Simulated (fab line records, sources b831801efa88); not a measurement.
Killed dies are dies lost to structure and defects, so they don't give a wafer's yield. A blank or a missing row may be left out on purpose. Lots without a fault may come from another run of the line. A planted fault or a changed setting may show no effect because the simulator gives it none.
Chamber matching | flow gf180mcu | GF_MIM_CVD_05 on pecvd-04: 3 sister chambers
The step deposits Si3N4, target thk 42 nm, time 29.086 s. 6 wafers are shown with their chamber, then 7 later ones without.

WAFERS WITH THEIR CHAMBER
wafer  | chamber | heater_power_outer_w (W) | heater_power_w (W)
L993.1 | 0       | 435                      | 802
L993.6 | 1       | 368                      | 652
L994.4 | 1       | 297                      | 542
L994.5 | 0       | 408                      | 763
L105.1 | 2       | 441                      | 714
L105.4 | 2       | 437                      | 705

WAFERS WITHOUT THEIR CHAMBER
wafer  | heater_power_outer_w (W) | heater_power_w (W)
L105.5 | 354                      | 641
L107.2 | 380                      | 635
L107.3 | 305                      | 549
L107.4 | 428                      | 746
L108.1 | 450                      | 745
L108.3 | 379                      | 655
L108.4 | 368                      | 663

WHICH CHAMBER EACH WENT THROUGH
wafer  | from the rows above          | in truth
L105.5 | can't be placed: 1 or 2      | 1
L107.2 | can't be placed: 1 or 2 or 0 | 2
L107.3 | 1                            | 1
L107.4 | can't be placed: 0 or 2      | 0
L108.1 | can't be placed: 2 or 0      | 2
L108.3 | can't be placed: 1 or 2 or 0 | 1
L108.4 | can't be placed: 1 or 2 or 0 | 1
Placed correctly: 1 of 7. Can't be placed from these rows: 6 (the true chamber is among the candidates in 6). Placed wrongly: 0.
How it was worked out, from the rows above alone: a wafer's distance from a chamber is the root of the sum, over the readings, of the square of ((its reading less the chamber's mean) divided by the reading's scatter). The wafer belongs to the nearest chamber; if the next one is less than 2 further off, it can't be placed. A chamber's mean is the mean of its shown wafers. The scatter: the root of (the sum of the squares of (reading less its chamber's mean) over the shown wafers, divided by (wafers less chambers)).
